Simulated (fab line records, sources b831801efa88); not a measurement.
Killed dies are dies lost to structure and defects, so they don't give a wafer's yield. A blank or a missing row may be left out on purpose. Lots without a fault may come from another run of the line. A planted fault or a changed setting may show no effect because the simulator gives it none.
Which tool did it? | flow gf180mcu | 6 lots, 18 wafers sampled, at 4 steps of a route of 602

WHAT THE GAUGES READ, wafer by wafer
GF_PASSIVATION_THK_MEAS_01.
lot  | measured     | on            | PASSIVATION_CVD_00_THK (nm)
L303 | day 28 18:07 | film_metro-02 | 1024 1020 1027
L307 | day 30 01:34 | film_metro-04 | 1034 1049 1045
L308 | day 30 12:10 | film_metro-04 | 1025 1034 1045
L311 | day 31 08:29 | film_metro-04 | 1026 1033 1025
L315 | day 32 06:29 | film_metro-02 | 1012 1020 1025
L317 | day 32 22:04 | film_metro-02 | 1008 1014 1005

WHICH TOOL RAN EACH LOT (tool, then ch and the chambers of the sampled wafers, then the start)
lot  | GF_MIM_SPUTTER_01            | GF_V5_CVD_02                    | GF_PASSIVATION_CVD_00
L303 | pvd_sputter-02, day 25 03:58 | pecvd-03 ch 1,2, day 26 22:48   | pecvd-04 ch 0,2, day 28 18:02
L307 | pvd_sputter-03, day 26 14:17 | pecvd-03 ch 1,2, day 28 08:34   | pecvd-03 ch 0,1,2, day 30 01:29
L308 | pvd_sputter-02, day 27 02:05 | pecvd-01 ch 0,1, day 28 19:19   | pecvd-03 ch 0,2, day 30 12:05
L311 | pvd_sputter-02, day 28 02:27 | pecvd-01 ch 1, day 29 17:24     | pecvd-03 ch 0,1, day 31 08:24
L315 | pvd_sputter-02, day 29 00:32 | pecvd-03 ch 0,1,2, day 30 15:10 | pecvd-04 ch 0,2, day 32 06:22
L317 | pvd_sputter-03, day 29 19:58 | pecvd-03 ch 0,1,2, day 31 09:52 | pecvd-04 ch 0,2, day 32 21:57
- GF_MIM_SPUTTER_01: material TiN, target thk 30 nm, time 25 s.
- GF_V5_CVD_02: deposits SiO2 from TEOS, target thk 1450 nm, time 163.28 s.
- GF_PASSIVATION_CVD_00: deposits SiO2 from TEOS, target thk 1000 nm, time 113.6 s.

THE ANSWER, worked out from the rows above alone
Rule: what is usual is taken from the lots themselves. Put in order of their means at a reading, lots are off if they are a third of the lots or fewer, leave a main group of 4 or more, and stand apart from it by a gap of 3 or more times the standard deviation of the main group's means; of several such gaps the widest counts. A main group whose means are all the same, to the digits that the tables above print for the reading, isn't used. A lot without any number at a reading at which 4 lots or more have one is off too. The other lots that the step has rows for count as sound.
No lot is off at any reading shown: from this, nothing can be told.

WHAT THE SIMULATOR HAD PUT IN
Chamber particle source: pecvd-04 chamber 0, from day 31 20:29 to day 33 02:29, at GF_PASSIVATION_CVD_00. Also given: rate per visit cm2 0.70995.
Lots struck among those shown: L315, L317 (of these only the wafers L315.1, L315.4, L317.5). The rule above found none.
